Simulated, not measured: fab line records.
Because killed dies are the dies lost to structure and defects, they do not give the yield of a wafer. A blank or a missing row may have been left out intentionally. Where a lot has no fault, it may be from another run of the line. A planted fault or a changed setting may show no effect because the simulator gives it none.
fab line records + flow gf180mcu
[record]
- lots = 15
- wafers = 45
- lastDay = 33
route steps=602 shown V4@478 MIM@504
lots that met no fault: from a run of the same line without faults
startH: start of the lot's first displayed wafer, in hours after the record's first day + waitH: hours since the lot's step before + " same as the row above + L1.1+2: a single row standing in for several wafers + - no value present, or no start provided + * or withheld: withheld + < > ~ a bound
route shown NAME@n: a module of which the file shows steps, and the number in the route of the first + usual: the fault-free wafers' mean and standard deviation + same: alike in all rows + chamber/n: place in a boat + sites: readings site by site + _std_site: standard deviation of those values + _edge_site: mean of outer sites minus mean of inner sites + radiusMm: for every site, how far away it sits from the centre of the wafer + mask NAME#n: copy n + behind: tool/chamber where the wafer was last shaped + hold: why the lot went on hold/how many hours it stayed there/how the hold came to an end + device: transistor that didn't switch, given as n, p or np + end of line: the tests these same wafers got at the end of their route + where a step has no rows: the recipe by itself + killed: count of dies lost to structure and defects at first sort (not the wafer's yield) + map: a wafer's dies, marking killed ones x, the rest . and places with no die _
set.NAME: setting as actually run; set.NAME@STEP: the setting as run at that earlier step + model.NAME: the simulator's own value behind a step, which no gauge read
steps of the route over a sample of lots; a table a step, a row a wafer
services: from which hour (startH, from the record's first day; less than 0 if before it) a tool's chamber was out of use, for how many hours, and why
[[steps]]
[step GF_V4_CVD_02]
[recipe]
- material = SiO2
- targetThkNm = 850
- precursor = TEOS
- tempC = 400
- timeS = 94.851
- rfW = 600
[usual]
- heaterPowerW = 628/120
| lot.wafer | tool     | chamber | startH | waitH | heaterPowerW | sinceWetCleanH |
|-----------|----------|---------|--------|-------|--------------|----------------|
| L920.3    | pecvd-03 | 0       | 543.67 | 0.0   | 657          | 369            |
| L920.5    | "        | 2       | "      | "     | 523          | -              |
| L920.6    | "        | 1       | "      | "     | 754          | -              |
| L921.2    | pecvd-04 | 2       | 547.22 | 0.0   | 458          | 581            |
| L921.3    | "        | 0       | "      | "     | 583          | 581            |
| L921.5    | "        | 0       | "      | "     | 626          | -              |
| L922.4    | pecvd-03 | 1       | 563.57 | 0.1   | 683          | -              |
| L922.5    | "        | 2       | "      | "     | 411          | -              |
| L922.6    | "        | 0       | "      | "     | 617          | -              |
| L924.1    | pecvd-03 | 2       | 574.97 | 0.1   | 423          | 400            |
| L924.5    | "        | 1       | "      | "     | 840          | -              |
| L924.6    | "        | 2       | "      | "     | 475          | -              |
| L925.2    | pecvd-04 | 2       | 587.28 | 0.0   | 515          | 621            |
| L925.3    | "        | 1       | "      | "     | 586          | 621            |
| L925.4    | "        | 1       | "      | "     | 593          | -              |
| L926.1    | pecvd-04 | 0       | 594.00 | 0.1   | 553          | 628            |
| L926.2    | "        | 1       | "      | "     | 481          | 628            |
| L926.3    | "        | 2       | "      | "     | 522          | 628            |
| L927.2    | pecvd-03 | 1       | 604.29 | 0.0   | 812          | 430            |
| L927.4    | "        | 2       | "      | "     | 457          | -              |
| L927.6    | "        | 1       | "      | "     | 824          | -              |
| L928.3    | pecvd-03 | 0       | 610.59 | 0.0   | 648          | 436            |
| L928.4    | "        | 0       | "      | "     | 718          | -              |
| L928.5    | "        | 2       | "      | "     | 405          | -              |
| L929.1    | pecvd-04 | 2       | 615.77 | 0.1   | 561          | 649            |
| L929.4    | "        | 0       | "      | "     | 578          | -              |
| L929.6    | "        | 2       | "      | "     | 603          | -              |
| L930.1    | pecvd-04 | 1       | 626.57 | 0.1   | 576          | 660            |
| L930.2    | "        | 2       | "      | "     | 480          | 660            |
| L930.4    | "        | 2       | "      | "     | 526          | -              |
| L931.2    | pecvd-02 | 2       | 631.11 | 0.0   | 656          | 26             |
| L931.3    | "        | 1       | "      | "     | 558          | 26             |
| L931.5    | "        | 0       | "      | "     | 767          | -              |
| L932.1    | pecvd-03 | 0       | 641.13 | 0.1   | 714          | 467            |
| L932.2    | "        | 1       | "      | "     | 829          | 467            |
| L932.6    | "        | 0       | "      | "     | 746          | -              |
| L934.2    | pecvd-02 | 0       | 654.03 | 0.0   | 724          | 49             |
| L934.3    | "        | 2       | "      | "     | 747          | 49             |
| L934.5    | "        | 0       | "      | "     | 599          | -              |
| L935.3    | pecvd-02 | 2       | 663.38 | 0.0   | 795          | 58             |
| L935.4    | "        | 1       | "      | "     | 568          | -              |
| L935.6    | "        | 0       | "      | "     | 603          | -              |
| L936.3    | pecvd-03 | 0       | 666.40 | 0.0   | 765          | 492            |
| L936.4    | "        | 1       | "      | "     | 815          | -              |
| L936.5    | "        | 2       | "      | "     | 465          | -              |
[step GF_V4_THK_MEAS_03]
[recipe]
- reads = SiO2_of_V4_CVD_02
[usual]
- V4_CVD_02_THK = 852/10
| lot.wafer | tool         | chamber | startH | waitH | V4_CVD_02_THK[nm] |
|-----------|--------------|---------|--------|-------|-------------------|
| L920.3    | filmMetro-04 | -       | 543.76 | 0.1   | 845               |
| L920.5    | "            | -       | "      | "     | 864               |
| L920.6    | "            | -       | "      | "     | 865               |
| L921.2    | filmMetro-04 | -       | 547.30 | 0.0   | 854               |
| L921.3    | "            | -       | "      | "     | 837               |
| L921.5    | "            | -       | "      | "     | 856               |
| L922.4    | filmMetro-03 | -       | 563.63 | 0.0   | 869               |
| L922.5    | "            | -       | "      | "     | 857               |
| L922.6    | "            | -       | "      | "     | 847               |
| L924.1    | filmMetro-02 | -       | 575.04 | 0.0   | 841               |
| L924.5    | "            | -       | "      | "     | 853               |
| L924.6    | "            | -       | "      | "     | 856               |
| L925.2    | filmMetro-03 | -       | 587.36 | 0.0   | 846               |
| L925.3    | "            | -       | "      | "     | 852               |
| L925.4    | "            | -       | "      | "     | 857               |
| L926.1    | filmMetro-03 | -       | 594.07 | 0.0   | 839               |
| L926.2    | "            | -       | "      | "     | 843               |
| L926.3    | "            | -       | "      | "     | 847               |
| L927.2    | filmMetro-02 | -       | 604.37 | 0.0   | 846               |
| L927.4    | "            | -       | "      | "     | 859               |
| L927.6    | "            | -       | "      | "     | 855               |
| L928.3    | filmMetro-04 | -       | 610.68 | 0.1   | 847               |
| L928.4    | "            | -       | "      | "     | 855               |
| L928.5    | "            | -       | "      | "     | 868               |
| L929.1    | filmMetro-02 | -       | 615.84 | 0.0   | 852               |
| L929.4    | "            | -       | "      | "     | 875               |
| L929.6    | "            | -       | "      | "     | 875               |
| L930.1    | filmMetro-03 | -       | 626.64 | 0.0   | 855               |
| L930.2    | "            | -       | "      | "     | 860               |
| L930.4    | "            | -       | "      | "     | 868               |
| L931.2    | filmMetro-02 | -       | 631.19 | 0.0   | 852               |
| L931.3    | "            | -       | "      | "     | 835               |
| L931.5    | "            | -       | "      | "     | 848               |
| L932.1    | filmMetro-04 | -       | 641.20 | 0.0   | 854               |
| L932.2    | "            | -       | "      | "     | 849               |
| L932.6    | "            | -       | "      | "     | 863               |
| L934.2    | filmMetro-04 | -       | 654.10 | 0.0   | 843               |
| L934.3    | "            | -       | "      | "     | 849               |
| L934.5    | "            | -       | "      | "     | 860               |
| L935.3    | filmMetro-03 | -       | 663.47 | 0.1   | 846               |
| L935.4    | "            | -       | "      | "     | 848               |
| L935.6    | "            | -       | "      | "     | 858               |
| L936.3    | filmMetro-02 | -       | 666.49 | 0.1   | 844               |
| L936.4    | "            | -       | "      | "     | 858               |
| L936.5    | "            | -       | "      | "     | 857               |
[step GF_V4_SPUTTER_22]
[recipe]
- material = TiN
- targetThkNm = 10
- chamberPressurePa = 5
- powerW = 4000
- timeS = 40
[usual]
- cathodeDcPowerW = 3999.9/0.75
- chamberPressurePa = 4.999/0.011
- throttleValvePct = 29.7/1.3
| lot.wafer | tool          | chamber | startH | waitH | cathodeDcPowerW | chamberPressurePa | throttleValvePct |
|-----------|---------------|---------|--------|-------|-----------------|-------------------|------------------|
| L920.3    | pvdSputter-01 | -       | 567.03 | 0.0   | 3998.6          | 4.996             | 29.6             |
| L920.5    | "             | -       | "      | "     | 4000.1          | 4.994             | 29.6             |
| L920.6    | "             | -       | "      | "     | 4000.6          | 4.988             | 29.9             |
| L921.2    | pvdSputter-03 | -       | 570.78 | 0.0   | 4001.0          | 5.002             | 32.7             |
| L921.3    | "             | -       | "      | "     | 4001.3          | 4.998             | 28.9             |
| L921.5    | "             | -       | "      | "     | 4000.8          | 4.998             | 32.4             |
| L922.4    | pvdSputter-01 | -       | 586.51 | 0.0   | 3999.5          | 4.989             | 29.4             |
| L922.5    | "             | -       | "      | "     | 4000.6          | 5.017             | 28.1             |
| L922.6    | "             | -       | "      | "     | 4001.3          | 4.998             | 29.9             |
| L924.1    | pvdSputter-04 | -       | 597.91 | 0.0   | 3999.6          | 4.978             | 28.4             |
| L924.5    | "             | -       | "      | "     | 3998.8          | 5.018             | 31.0             |
| L924.6    | "             | -       | "      | "     | 3999.6          | 4.982             | 28.1             |
| L925.2    | pvdSputter-04 | -       | 609.64 | 0.0   | 3999.3          | 4.994             | 29.1             |
| L925.3    | "             | -       | "      | "     | 4000.0          | 4.993             | 29.7             |
| L925.4    | "             | -       | "      | "     | 3999.0          | 5.002             | 31.1             |
| L926.1    | pvdSputter-03 | -       | 616.16 | 0.0   | 4000.7          | 4.993             | 28.6             |
| L926.2    | "             | -       | "      | "     | 4000.6          | 5.001             | 32.7             |
| L926.3    | "             | -       | "      | "     | 4000.6          | 5.005             | 29.0             |
| L927.2    | pvdSputter-04 | -       | 625.56 | 0.0   | 3999.0          | 4.991             | 31.3             |
| L927.4    | "             | -       | "      | "     | 4000.5          | 5.023             | 29.6             |
| L927.6    | "             | -       | "      | "     | 4001.1          | 5.003             | 28.6             |
| L928.3    | pvdSputter-01 | -       | 632.46 | 0.0   | 4001.3          | 5.009             | 29.7             |
| L928.4    | "             | -       | "      | "     | 3999.7          | 5.009             | 30.2             |
| L928.5    | "             | -       | "      | "     | 3999.6          | 5.006             | 28.1             |
| L929.1    | pvdSputter-03 | -       | 637.70 | 0.0   | 4001.3          | 5.004             | 32.8             |
| L929.4    | "             | -       | "      | "     | 4000.5          | 4.991             | 29.1             |
| L929.6    | "             | -       | "      | "     | 3999.1          | 5.003             | 28.9             |
| L930.1    | pvdSputter-04 | -       | 647.92 | 0.0   | 4000.7          | 4.980             | 28.5             |
| L930.2    | "             | -       | "      | "     | 3999.7          | 4.988             | 29.0             |
| L930.4    | "             | -       | "      | "     | 3999.7          | 4.998             | 31.3             |
| L931.2    | pvdSputter-01 | -       | 653.03 | 0.0   | 4000.4          | 4.993             | 29.8             |
| L931.3    | "             | -       | "      | "     | 4001.4          | 5.008             | 29.5             |
| L931.5    | "             | -       | "      | "     | 3999.7          | 5.011             | 29.7             |
| L932.1    | pvdSputter-01 | -       | 662.20 | 0.0   | 4000.9          | 4.995             | 28.0             |
| L932.2    | "             | -       | "      | "     | 4000.2          | 4.993             | 29.8             |
| L932.6    | "             | -       | "      | "     | 4001.0          | 5.010             | 29.7             |
| L934.2    | pvdSputter-04 | -       | 674.89 | 0.0   | -               | -                 | -                |
| L934.3    | "             | -       | "      | "     | -               | -                 | -                |
| L934.5    | "             | -       | "      | "     | -               | -                 | -                |
| L935.3    | pvdSputter-03 | -       | 684.38 | 0.0   | -               | -                 | -                |
| L935.4    | "             | -       | "      | "     | -               | -                 | -                |
| L935.6    | "             | -       | "      | "     | -               | -                 | -                |
| L936.3    | pvdSputter-04 | -       | 687.47 | 0.0   | -               | -                 | -                |
| L936.4    | "             | -       | "      | "     | -               | -                 | -                |
| L936.5    | "             | -       | "      | "     | -               | -                 | -                |
[step GF_MIM_SPUTTER_01]
[recipe]
- material = TiN
- targetThkNm = 30
- powerW = 6500
- timeS = 25
- chamberPressurePa = 0.4
[usual]
- cathodeDcPowerW = 6500.0/1.2
- chamberPressurePa = 0.4001/0.00081
- throttleValvePct = 29.6/1
| lot.wafer | tool          | chamber | startH | waitH | cathodeDcPowerW | chamberPressurePa | throttleValvePct |
|-----------|---------------|---------|--------|-------|-----------------|-------------------|------------------|
| L920.3    | pvdSputter-04 | -       | 567.76 | 0.1   | 6500.2          | 0.4007            | 29.6             |
| L920.5    | "             | -       | "      | "     | 6500.4          | 0.4013            | 29.1             |
| L920.6    | "             | -       | "      | "     | 6498.9          | 0.4004            | 28.2             |
| L921.2    | pvdSputter-04 | -       | 571.52 | 0.1   | 6501.1          | 0.4003            | 29.1             |
| L921.3    | "             | -       | "      | "     | 6499.4          | 0.4013            | 29.3             |
| L921.5    | "             | -       | "      | "     | 6498.0          | 0.3993            | 28.1             |
| L922.4    | pvdSputter-01 | -       | 587.24 | 0.1   | 6500.2          | 0.4000            | 29.5             |
| L922.5    | "             | -       | "      | "     | 6499.7          | 0.3999            | 30.3             |
| L922.6    | "             | -       | "      | "     | 6499.5          | 0.4014            | 27.7             |
| L924.1    | pvdSputter-01 | -       | 598.66 | 0.1   | 6500.0          | 0.4014            | 29.7             |
| L924.5    | "             | -       | "      | "     | 6497.9          | 0.4008            | 29.5             |
| L924.6    | "             | -       | "      | "     | 6500.5          | 0.3996            | 27.8             |
| L925.2    | pvdSputter-01 | -       | 610.37 | 0.1   | 6501.0          | 0.4000            | 29.7             |
| L925.3    | "             | -       | "      | "     | 6500.9          | 0.3986            | 27.7             |
| L925.4    | "             | -       | "      | "     | 6499.8          | 0.4001            | 30.7             |
| L926.1    | pvdSputter-01 | -       | 616.90 | 0.1   | 6500.9          | 0.3987            | 28.0             |
| L926.2    | "             | -       | "      | "     | 6500.4          | 0.3997            | 29.6             |
| L926.3    | "             | -       | "      | "     | 6500.1          | 0.3996            | 29.8             |
| L927.2    | pvdSputter-02 | -       | 626.29 | 0.1   | 6500.9          | 0.3998            | 30.4             |
| L927.4    | "             | -       | "      | "     | 6502.6          | 0.4006            | 31.4             |
| L927.6    | "             | -       | "      | "     | 6500.8          | 0.4000            | 30.1             |
| L928.3    | pvdSputter-02 | -       | 633.19 | 0.1   | 6502.7          | 0.4003            | 29.6             |
| L928.4    | "             | -       | "      | "     | 6499.6          | 0.4001            | 31.2             |
| L928.5    | "             | -       | "      | "     | 6500.4          | 0.4013            | 29.7             |
| L929.1    | pvdSputter-01 | -       | 638.43 | 0.1   | 6501.5          | 0.4012            | 29.8             |
| L929.4    | "             | -       | "      | "     | 6498.2          | 0.4003            | 30.4             |
| L929.6    | "             | -       | "      | "     | 6498.5          | 0.3994            | 27.9             |
| L930.1    | pvdSputter-01 | -       | 648.65 | 0.1   | 6503.0          | 0.4000            | 28.0             |
| L930.2    | "             | -       | "      | "     | 6500.3          | 0.3991            | 29.8             |
| L930.4    | "             | -       | "      | "     | 6501.6          | 0.4016            | 29.6             |
| L931.2    | pvdSputter-04 | -       | 653.76 | 0.1   | 6499.5          | 0.4012            | 29.6             |
| L931.3    | "             | -       | "      | "     | 6498.3          | 0.4011            | 29.1             |
| L931.5    | "             | -       | "      | "     | 6499.8          | 0.4008            | 29.2             |
| L932.1    | pvdSputter-02 | -       | 662.93 | 0.1   | 6501.1          | 0.4006            | 31.2             |
| L932.2    | "             | -       | "      | "     | 6502.5          | 0.3987            | 29.7             |
| L932.6    | "             | -       | "      | "     | 6500.3          | 0.3980            | 30.0             |
[[services]]
| tool          | chamber | startH | hours | kind      |
|---------------|---------|--------|-------|-----------|
| pvdSputter-03 | -       | 524.00 | 1.7   | repair    |
| pvdSputter-04 | -       | 528.48 | 2.1   | repair    |
| pvdSputter-03 | -       | 535.88 | 3.1   | repair    |
| pecvd-04      | -       | 568.53 | 14.6  | pm        |
| pvdSputter-02 | -       | 585.19 | 2.2   | repair    |
| pvdSputter-02 | -       | 588.32 | 1.2   | repair    |
| pvdSputter-01 | -       | 588.34 | 3.2   | repair    |
| pecvd-02      | -       | 591.12 | 14.0  | pm        |
| pecvd-02      | 0       | 591.12 | 14.0  | ventCycle |
| pecvd-02      | 1       | 591.12 | 14.0  | ventCycle |
| pecvd-02      | 2       | 591.12 | 14.0  | ventCycle |
| pecvd-02      | 0       | 605.12 | -     | clean     |
| pecvd-02      | 1       | 605.12 | -     | clean     |
| pecvd-02      | 2       | 605.12 | -     | clean     |
| pvdSputter-04 | -       | 625.69 | 2.3   | repair    |
| pecvd-03      | -       | 638.41 | 1.2   | repair    |
| pvdSputter-03 | -       | 662.12 | 2.0   | repair    |
| pvdSputter-01 | -       | 684.96 | 3.2   | repair    |
| pvdSputter-01 | -       | 687.12 | 0.6   | repair    |
[[key]]
[firstSign]
- step = GF_V4_SPUTTER_22
- reading = toolRecord
- direction = missing
effect none on later readings
metAt GF_V4_SPUTTER_22
struckLots L934,L935,L936
laterRowsLeftOut L934.2,L934.3,L934.5,L935.3,L935.4,L935.6,L936.3,L936.4,L936.5
sortLeftOut L934.2,L934.3,L934.5,L935.3,L935.4,L935.6,L936.3,L936.4,L936.5
notActingAt GF_V4_CVD_02,GF_V4_THK_MEAS_03,GF_MIM_SPUTTER_01
onsetBetween 647.92 674.89
[fault]
- kind = skippedStepWhole
- tool = pvdSputter-03,pvdSputter-04
- chamber = -
- onsetH = 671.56
- steps = GF_V4_SPUTTER_22
- scope = struckLotsOnly
// sortLeftOut: the simulated sort isn't trusted on such a fault, so these wafers' sort isn't shown, and their yield isn't known
// laterRowsLeftOut: the simulator's readings of these wafers behind a module that went badly wrong aren't trusted and aren't shown, but for the sort
